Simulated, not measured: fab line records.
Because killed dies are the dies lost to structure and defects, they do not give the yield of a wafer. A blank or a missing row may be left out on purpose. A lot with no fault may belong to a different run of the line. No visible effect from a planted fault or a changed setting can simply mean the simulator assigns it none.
Matching of chambers ; flow gf180mcu ; GF_V3_CVD_02 on pecvd-02: 3 sister chambers
The step deposits SiO2 from TEOS, target thk 850 nm, time 94.851 s. 3 wafers are shown with their chamber, then 7 later ones without.

## WAFERS PAIRED WITH THEIR CHAMBERS
wafer;chamber;heater-power-w (W)
L086.1;0;764
L095.2;2;776
L095.3;1;721

## WAFERS MISSING THEIR CHAMBER
wafer;heater-power-w (W)
L095.5;784
L096.3;824
L096.5;657
L096.6;637
L097.1;770
L097.2;679
L097.6;695

## WHICH CHAMBER EACH ONE RAN IN
wafer;from the rows above;in truth
L095.5;can't be placed: 2 or 0 or 1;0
L096.3;can't be placed: 2 or 0 or 1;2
L096.5;can't be placed: 1 or 0 or 2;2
L096.6;can't be placed: 1 or 0 or 2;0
L097.1;can't be placed: 0 or 2 or 1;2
L097.2;can't be placed: 1 or 0 or 2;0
L097.6;can't be placed: 1 or 0 or 2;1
0 of 7 placed correctly. These rows do not allow placing 7 (true chamber among the candidates in 7). Wrongly placed: 0.
How it was worked out, from the rows above alone: a wafer's distance from a chamber is the root of the sum, over the readings, of the square of ((its reading less the chamber's mean) divided by the reading's scatter). The wafer belongs to the nearest chamber; if the next one is less than 2 further off, it can't be placed. The mean given for a chamber averages the wafers shown for that chamber. The scatter (one wafer shown for each chamber): square how far every hidden wafer sits from the nearest shown wafer, average those squares and take the square root.
